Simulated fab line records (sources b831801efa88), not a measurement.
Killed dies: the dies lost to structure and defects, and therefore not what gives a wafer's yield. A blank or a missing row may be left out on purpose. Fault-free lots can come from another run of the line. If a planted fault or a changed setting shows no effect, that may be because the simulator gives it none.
Which tool did it?	flow gf180mcu	13 lots with 39 wafers sampled at 2 steps, on a route of 602 steps

WHAT THE GAUGES READ, wafer by wafer
GF_V4_THK_MEAS_01. Usual: V4_CVD_00_THK gives 596 nm (standard deviation 6.7).
lot	measured	on	V4_CVD_00_THK (nm)	flag
L539	day 24 12:06	film-metro-01	595 602 599	
L540	day 24 22:34	film-metro-03	599 605 597	
L542	day 25 16:22	film-metro-01	594 600 587	
L546	day 27 04:28	film-metro-01	593 592 591	
L547	day 27 11:18	film-metro-04	604 601 600	
L548	day 27 13:36	film-metro-01	592 602 594	
L549	day 27 19:35	film-metro-04	605 599 602	
L552	day 28 18:04	film-metro-03	582 583 585	
L553	day 29 00:05	film-metro-03	602 600 607	
L554	day 29 04:37	film-metro-04	595 606 597	
L556	day 29 17:54	film-metro-04	584 591 585	
L557	day 29 23:59	film-metro-01	600 587 607	
L559	day 30 14:42	film-metro-01	590 590 581	

GF_V4_THK_MEAS_03. Usual: V4_CVD_02_THK gives 853 nm (standard deviation 11).
lot	measured	on	V4_CVD_02_THK (nm)	flag
L539	day 24 12:14	film-metro-03	853 865 868	
L540	day 24 22:41	film-metro-01	842 839 856	
L542	day 25 16:29	film-metro-03	842 854 860	
L546	day 27 04:36	film-metro-01	839 865 862	
L547	day 27 11:26	film-metro-04	842 844 855	
L548	day 27 13:43	film-metro-03	864 876 859	
L549	day 27 19:43	film-metro-03	832 844 853	
L552	day 28 18:12	film-metro-04	850 853 861	
L553	day 29 00:13	film-metro-01	847 862 863	
L554	day 29 04:46	film-metro-04	832 833 847	
L556	day 29 18:01	film-metro-03	836 866 849	
L557	day 30 00:07	film-metro-04	833 858 858	
L559	day 30 14:52	film-metro-03	858 849 871	

WHICH TOOL RAN EACH LOT (tool, then ch and the chambers of the sampled wafers, then the start)
There is no process step in the record ahead of these readings.

WHAT THE TOOLS THEMSELVES READ (means of the sampled wafers that have a number; where no wafer has one, the mark that the record gives instead)
The record holds no such reading with a usual standard deviation.

THE ANSWER, worked out from the rows above alone
Rule: take the mean of a lot's wafers that have a number; if it is more than 3 standard deviations from the usual mean, the lot is off. A lot without any number at a reading at which 4 lots or more have one is off too. Any other lot the step has rows for is counted as sound. After the gauges, taken in route order, come the tools' own readings; for these a lot's mean is taken, as printed above. At the first step where some lot is off, the reading lying furthest off is the one used; lots without a number count as furthest.
No lot is off on any of the readings shown, so nothing can be concluded from this.

WHAT WAS PUT IN BY THE SIMULATOR
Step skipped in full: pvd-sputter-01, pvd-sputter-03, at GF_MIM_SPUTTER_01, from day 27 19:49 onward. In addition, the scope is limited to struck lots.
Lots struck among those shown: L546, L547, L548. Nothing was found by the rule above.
